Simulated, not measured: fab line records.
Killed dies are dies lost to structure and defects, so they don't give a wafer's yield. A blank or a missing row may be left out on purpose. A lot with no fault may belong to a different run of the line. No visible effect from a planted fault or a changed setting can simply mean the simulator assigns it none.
Comparing a struck lot with a sound one    flow sky130    44 steps out of a route of 708
Sound: the wafers L455.1, L455.5, L455.6. Struck: wafer L468.1; the same lot's L468.6 was not struck, so it is left out; see the end for the cause.
At each step with rows: each side's tool, then ch and its chambers, then its first start. Under that, the readings that differ: sound wafers    struck wafers    difference of the means    sigmas: that difference in standard deviations of wafers without a fault.
alike: same words and numbers on both sides, and readings whose means sit less than 2 such deviations apart. not compared: any withheld reading, any reading some wafer has no value for, any bound like >300 that may hide the same value, and any number with overlapping values for which the record gives no deviation.
A row with sigmas, a row that says differs or no value, or rows on one side alone: a step with any of these is where the two part. Numbers that have no deviation but don't overlap get no sigmas and don't part them. Lack of a reading on every wafer of one side parts them only where that side has two or more wafers.

first, 2 steps without rows for these wafers: SKY_VIA3_CLEAN_18 (cleans in IPA, time 180 s); SKY_VIA3_CLEAN_19 (cleans in O3/DIW).
SKY_VIA3_SPUTTER_20: material TiN, target thk 20 nm, time 80 s.
  sound on pvdSputter-03, day 40 20:47; struck on pvdSputter-03, day 44 13:29
reading               sound           struck  difference  sigmas
throttleValvePct (%)  30.6 30.8 30.7  28.7    -2.0        -2
then, 1 step without rows for these wafers: SKY_VIA3_CVD_21 (deposits W, target thk 390 nm, time 117.31 s).
SKY_VIA3_RS_MEAS_22: a four-point-probe measurement.
  sound on filmMetro-03, day 40 20:59; struck on filmMetro-03, day 44 13:40
  alike: VIA3_W_RS
SKY_VIA3_THK_MEAS_23: measures by xrf.
  sound on filmMetro-03, day 40 21:06; struck on filmMetro-03, day 44 13:47
  alike: VIA3_W_THK
then, 4 steps without rows for these wafers: SKY_VIA3_CMP_24 (polishes, stops on SiO2, t overpolish 20 s, target thk 0 nm); SKY_METAL4_SPUTTER_00 (material Ti, target thk 15 nm, time 10 s); SKY_METAL4_SPUTTER_01 (material TiN, target thk 20 nm, time 16.7 s); SKY_METAL4_SPUTTER_02 (material AlCu, target thk 735 nm, time 39.1 s).
SKY_METAL4_SPUTTER_03: material Ti, target thk 5 nm, time 3.3 s.
  sound on pvdSputter-04, day 40 21:32; struck on pvdSputter-04, day 44 14:14
  alike: throttleValvePct
SKY_METAL4_SPUTTER_04: material TiN, target thk 70 nm, time 58.3 s.
  sound on pvdSputter-04, day 40 21:34; struck on pvdSputter-04, day 44 14:16
  alike: throttleValvePct
SKY_CAP2M_CVD_00: deposits SiO2, target thk 15.5 nm.
  sound on pecvd-03 ch 0,2, day 40 21:37; struck on pecvd-03 ch 1, day 44 14:19
reading                                sound             struck  difference  sigmas
model.SiO2_of_CAP2M_CVD_00.thkNm (nm)  15.09 15.72 15.8  11.24   -4.30       
  alike: heaterPowerW
SKY_CAP2M_THK_MEAS_01:
  sound on filmMetro-04, day 40 21:38; struck on filmMetro-01, day 44 14:20
reading                sound              struck  difference  sigmas
CAP2M_CVD_00_THK (nm)  15.11 15.67 15.83  11.23   -4.31       -21
then, 1 step without rows for these wafers: SKY_CAP2M_SPUTTER_02 (material TiN, target thk 200 nm, time 166.7 s).
SKY_CAP2M_RS_MEAS_03: a four-point-probe measurement.
  sound on filmMetro-03, day 40 21:48; struck on filmMetro-04, day 44 14:30
reading                sound           struck  difference  sigmas
CAP2M_TIN_RS (ohm/sq)  6.95 6.78 6.83  7.07    +0.22       +2
SKY_CAP2M_THK_MEAS_04: measures by xrf.
  sound on filmMetro-03, day 40 21:55; struck on filmMetro-04, day 44 14:37
reading             sound              struck  difference  sigmas
CAP2M_TIN_THK (nm)  199.5 203.7 203.9  193.8   -8.6        -3
then, 7 steps without rows for these wafers: SKY_CAP2M_DEHYDRATE_05 (time 60 s); SKY_CAP2M_HMDS_06 (prime time 60 s); SKY_CAP2M_COAT_07 (resist thk 1140 nm); SKY_CAP2M_SOFTBAKE_08 (time 60 s); SKY_CAP2M_EXPOSE_09 (exposes mask CAP2M, target cd 1000 nm); SKY_CAP2M_PEB_10; SKY_CAP2M_DEVELOP_11 (develop time 60 s).
SKY_CAP2M_OVL_MEAS_12:
  sound on overlay-02, day 41 21:50; struck on overlay-01, day 45 11:29
  alike: CAP2M_OVL
then, 1 step without rows for these wafers: SKY_CAP2M_METAL_ETCH_13 (etches TiN in Cl2/BCl3, stops on SiO2, target depth 220 nm, time 62.9 s).
SKY_CAP2M_STRIP_14: strips in O2/N2.
  sound on plasmaAsher-04 ch 0,1, day 41 21:57; struck on plasmaAsher-04 ch 1, day 45 11:35
  alike: drypumpMotorCurrentA, oesProductAu, stripTimeToEndpointS
  not compared: rfHoursCounterH
then, 11 steps without rows for these wafers: SKY_CAP2M_STRIP_15 (strips in post etch residue remover, time 1200 s); SKY_CAP2M_CLEAN_16 (cleans in IPA, time 180 s); SKY_CAP2M_CLEAN_17 (cleans in O3/DIW); SKY_METAL4_DEHYDRATE_05 (time 60 s); SKY_METAL4_HMDS_06 (prime time 60 s); SKY_METAL4_COAT_07 (resist thk 60 nm); SKY_METAL4_COAT_08 (resist thk 1140 nm); SKY_METAL4_SOFTBAKE_09 (time 90 s); SKY_METAL4_EXPOSE_10 (exposes mask MM4, target cd 300 nm); SKY_METAL4_PEB_11; SKY_METAL4_DEVELOP_12 (develop time 60 s).
SKY_METAL4_CD_MEAS_13: the cd target is 300 nm.
  sound on cdSem-01, day 42 21:50; struck on cdSem-02, day 46 09:08
  alike: cdNm
SKY_METAL4_OVL_MEAS_14:
  sound on overlay-01, day 42 21:58; struck on overlay-02, day 46 09:16
  alike: METAL4_OVL
SKY_METAL4_DESCUM_15: chemistry O2, time 8 s.
  sound on rieMetal-04 ch 0, day 42 22:00; struck on rieMetal-03 ch 0, day 46 09:18
reading              sound              struck  difference  sigmas
oesProductAu (a.u.)  1.009 1.009 1.014  0.973   -0.038      -3
  alike: drypumpMotorCurrentA
  not compared: rfHoursCounterH
then, 1 step without rows for these wafers: SKY_METAL4_ETCH_16 (etches BARC in N2/H2, stops on SiO2, time 88.2 s, target depth 60 nm).
SKY_METAL4_ETCH_17: etches SiO2 in C4F8/O2/Ar, stops on TiN, time 3.9 s, target depth 15 nm.
  sound on rieDiel-04 ch 0,1,2, day 42 22:16; struck on rieDiel-03 ch 0, day 46 09:26
reading              sound              struck  difference  sigmas
oesProductAu (a.u.)  0.744 0.756 0.756  0.647   -0.105      -17
  not compared: rfHoursCounterH
-- the record jumps here: 3 days lie between the struck wafers' starts before and after (it left off in module METAL4 and takes up again in module PAD_OPEN, whose first step shown is number 708 of the route) --
SKY_PAD_OPEN_PROBE_99:
  sound on prober-02, day 46 19:56; struck on prober-02, day 49 19:48
reading      sound     struck  difference  sigmas
killedShort  37 35 41  51      +13         +2
  alike: defectLimitedYield, killed_at_M0_to_M3, killed_at_M4_up, killedAtContacts, killedAtFrontEnd, killedAtOther, killedDies, killedOpen

## WHERE THEY PART
Last at SKY_PAD_OPEN_PROBE_99 as far as this record goes, first at SKY_VIA3_SPUTTER_20.

WHY: the cause the simulator had injected
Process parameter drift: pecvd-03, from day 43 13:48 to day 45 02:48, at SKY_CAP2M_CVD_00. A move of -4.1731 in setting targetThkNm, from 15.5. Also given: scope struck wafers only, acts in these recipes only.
